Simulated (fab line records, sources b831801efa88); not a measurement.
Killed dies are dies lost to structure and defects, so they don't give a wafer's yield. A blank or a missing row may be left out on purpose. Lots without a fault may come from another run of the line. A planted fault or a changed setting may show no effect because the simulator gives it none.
Which tool did it? | flow sky130 | 15 lots, 42 wafers sampled, at 5 steps of a route of 708

WHAT THE GAUGES READ, wafer by wafer
SKY_VIA1_THK_MEAS_23: measures by xrf. Usual: VIA1_W_THK 273 nm, standard deviation 6.1.
lot  | measured     | on            | VIA1_W_THK (nm) | flag
L593 | day 34 05:20 | film_metro-03 | 269 283 273     |
L594 | day 34 10:38 | film_metro-04 | 264 262 269     |
L595 | day 34 21:38 | film_metro-03 | 277 269 270     |
L598 | day 35 18:17 | film_metro-04 | 262 264 272     |
L603 | day 37 19:59 | film_metro-02 | 277 274         |
L604 | day 37 23:23 | film_metro-04 | 268 270         |
L606 | day 38 12:22 | film_metro-02 | 269 286         |
L607 | day 38 21:31 | film_metro-02 | 275 276 268     |
L608 | day 39 09:08 | film_metro-02 | 276 265 271     |
L610 | day 39 17:02 | film_metro-04 | 267 271 264     |
L612 | day 40 10:52 | film_metro-02 | 272 268 269     |
L613 | day 41 01:35 | film_metro-02 | 275 270 277     |
L614 | day 41 09:09 | film_metro-04 | 282 280 280     |
L615 | day 41 11:35 | film_metro-03 | 271 275 272     |
L616 | day 41 19:47 | film_metro-02 | 268 269 265     |

SKY_METAL2_RS_MEAS_05: measures by four-point-probe. Usual: METAL2_ALCU_RS 0.1262 ohm/sq, standard deviation 0.0015.
lot  | measured     | on            | METAL2_ALCU_RS (ohm/sq) | flag
L593 | day 34 05:49 | film_metro-01 | 0.1244 0.1244 0.1241    |
L594 | day 34 11:08 | film_metro-01 | 0.1249 0.1265 0.1266    |
L595 | day 34 22:08 | film_metro-01 | 0.1241 0.1241 0.1241    |
L598 | day 35 18:48 | film_metro-01 | 0.1250 0.1256 0.1263    |
L603 | day 37 20:32 | film_metro-01 | 0.1256 0.0765           | OFF
L604 | day 37 23:53 | film_metro-03 | 0.0762 0.1250           | OFF
L606 | day 38 12:52 | film_metro-01 | 0.0763 0.1237           | OFF
L607 | day 38 22:02 | film_metro-02 | 0.1273 0.1287 0.1281    |
L608 | day 39 09:39 | film_metro-02 | 0.1281 0.1261 0.1283    |
L610 | day 39 17:32 | film_metro-02 | 0.1269 0.1268 0.1278    |
L612 | day 40 11:29 | film_metro-03 | 0.1266 0.1264 0.1265    |
L613 | day 41 02:05 | film_metro-02 | 0.1253 0.1258 0.1280    |
L614 | day 41 09:39 | film_metro-03 | 0.1277 0.1289 0.1275    |
L615 | day 41 12:05 | film_metro-02 | 0.1268 0.1265 0.1255    |
L616 | day 41 20:19 | film_metro-01 | 0.1274 0.1286 0.1271    |

SKY_METAL2_THK_MEAS_06: measures by xrf. Usual: METAL2_ALCU_THK 254 nm, standard deviation 3.1.
lot  | measured     | on            | METAL2_ALCU_THK (nm) | flag
L593 | day 34 05:56 | film_metro-01 | 257 260 258          |
L594 | day 34 11:15 | film_metro-01 | 257 255 252          |
L595 | day 34 22:15 | film_metro-01 | 258 260 259          |
L598 | day 35 18:55 | film_metro-01 | 255 254 253          |
L603 | day 37 20:37 | film_metro-01 | 256 417              | OFF
L604 | day 38 00:00 | film_metro-03 | 416 254              | OFF
L606 | day 38 12:59 | film_metro-01 | 415 263              | OFF
L607 | day 38 22:08 | film_metro-02 | 252 250 250          |
L608 | day 39 09:46 | film_metro-02 | 249 253 249          |
L610 | day 39 17:39 | film_metro-02 | 252 251 250          |
L612 | day 40 11:36 | film_metro-03 | 252 256 252          |
L613 | day 41 02:12 | film_metro-02 | 254 253 252          |
L614 | day 41 09:46 | film_metro-03 | 252 250 250          |
L615 | day 41 12:12 | film_metro-02 | 251 253 255          |
L616 | day 41 20:25 | film_metro-01 | 250 250 252          |

WHICH TOOL RAN EACH LOT (tool, then ch and the chambers of the sampled wafers, then the start)
lot  | SKY_METAL1_SPUTTER_01        | SKY_METAL2_SPUTTER_02
L593 | pvd_sputter-01, day 31 19:21 | pvd_sputter-01, day 34 05:44
L594 | pvd_sputter-04, day 32 00:47 | pvd_sputter-04, day 34 11:02
L595 | pvd_sputter-04, day 32 12:27 | pvd_sputter-02, day 34 22:02
L598 | pvd_sputter-01, day 33 10:51 | pvd_sputter-01, day 35 18:41
L603 | pvd_sputter-03, day 35 10:31 | pvd_sputter-02, day 37 20:22
L604 | pvd_sputter-04, day 35 15:12 | pvd_sputter-02, day 37 23:47
L606 | pvd_sputter-03, day 36 03:55 | pvd_sputter-02, day 38 12:46
L607 | pvd_sputter-04, day 36 14:10 | pvd_sputter-04, day 38 21:55
L608 | pvd_sputter-04, day 37 02:57 | pvd_sputter-04, day 39 09:32
L610 | pvd_sputter-04, day 37 10:54 | pvd_sputter-04, day 39 17:26
L612 | pvd_sputter-03, day 38 05:01 | pvd_sputter-04, day 40 11:23
L613 | pvd_sputter-01, day 38 20:46 | pvd_sputter-04, day 41 01:59
L614 | pvd_sputter-03, day 39 04:30 | pvd_sputter-04, day 41 09:34
L615 | pvd_sputter-04, day 39 06:52 | pvd_sputter-01, day 41 11:59
L616 | pvd_sputter-04, day 39 15:31 | pvd_sputter-01, day 41 20:10
- SKY_METAL1_SPUTTER_01: material TiN, target thk 20 nm, time 16.7 s.
- SKY_METAL2_SPUTTER_02: material AlCu, target thk 250 nm, time 13.3 s.

WHAT THE TOOLS THEMSELVES READ (means of the sampled wafers that have a number; where no wafer has one, the mark that the record gives instead)
SKY_METAL1_SPUTTER_01. Usual: throttle_valve_pct 30.0 %, standard deviation 0.66.
lot  | tool           | throttle_valve_pct (%) | flag
L593 | pvd_sputter-01 | 30.1                   |
L594 | pvd_sputter-04 | 29.5                   |
L595 | pvd_sputter-04 | 29.7                   |
L598 | pvd_sputter-01 | 30.4                   |
L603 | pvd_sputter-03 | 30.0                   |
L604 | pvd_sputter-04 | 30.7                   |
L606 | pvd_sputter-03 | 30.4                   |
L607 | pvd_sputter-04 | 29.7                   |
L608 | pvd_sputter-04 | 30.3                   |
L610 | pvd_sputter-04 | 28.8                   |
L612 | pvd_sputter-03 | 30.4                   |
L613 | pvd_sputter-01 | 29.7                   |
L614 | pvd_sputter-03 | 30.3                   |
L615 | pvd_sputter-04 | 29.6                   |
L616 | pvd_sputter-04 | 29.9                   |

SKY_METAL2_SPUTTER_02. Usual: throttle_valve_pct 29.5 %, standard deviation 1.
lot  | tool           | throttle_valve_pct (%) | flag
L593 | pvd_sputter-01 | 30.3                   |
L594 | pvd_sputter-04 | 29.8                   |
L595 | pvd_sputter-02 | 28.9                   |
L598 | pvd_sputter-01 | 30.1                   |
L603 | pvd_sputter-02 | 27.9                   |
L604 | pvd_sputter-02 | 27.1                   |
L606 | pvd_sputter-02 | 28.6                   |
L607 | pvd_sputter-04 | 29.2                   |
L608 | pvd_sputter-04 | 30.0                   |
L610 | pvd_sputter-04 | 28.8                   |
L612 | pvd_sputter-04 | 28.9                   |
L613 | pvd_sputter-04 | 29.6                   |
L614 | pvd_sputter-04 | 30.0                   |
L615 | pvd_sputter-01 | 30.0                   |
L616 | pvd_sputter-01 | 29.9                   |

THE ANSWER, worked out from the rows above alone
Rule: a lot is off if the mean of its wafers that have a number lies more than 3 standard deviations from the usual mean. A lot without any number at a reading at which 4 lots or more have one is off too. The other lots that the step has rows for count as sound. The gauges are gone through in route order, then the tools' own readings, and for those a lot's mean is taken as printed above. The first step at which some lot is off is used, and at that step the reading that is off furthest; a lot without a number counts as furthest.
Off: L603, L604, L606, at SKY_METAL2_RS_MEAS_05 (METAL2_ALCU_RS).
A tool fits if, at a process step before that reading, it ran every lot that is off, and no sound lot after the first of them. The gauges at SKY_METAL2_RS_MEAS_05 are tried like those tools. One fits: pvd_sputter-02 at SKY_METAL2_SPUTTER_02. Its last sound lot is L595 (day 34 22:02), its first lot that is off L603 (day 37 20:22): a fault that began between those two fits.

WHAT THE SIMULATOR HAD PUT IN
Process parameter drift: pvd_sputter-02, from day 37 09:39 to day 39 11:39, at SKY_METAL2_SPUTTER_02. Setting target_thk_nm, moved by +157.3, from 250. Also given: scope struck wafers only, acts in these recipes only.
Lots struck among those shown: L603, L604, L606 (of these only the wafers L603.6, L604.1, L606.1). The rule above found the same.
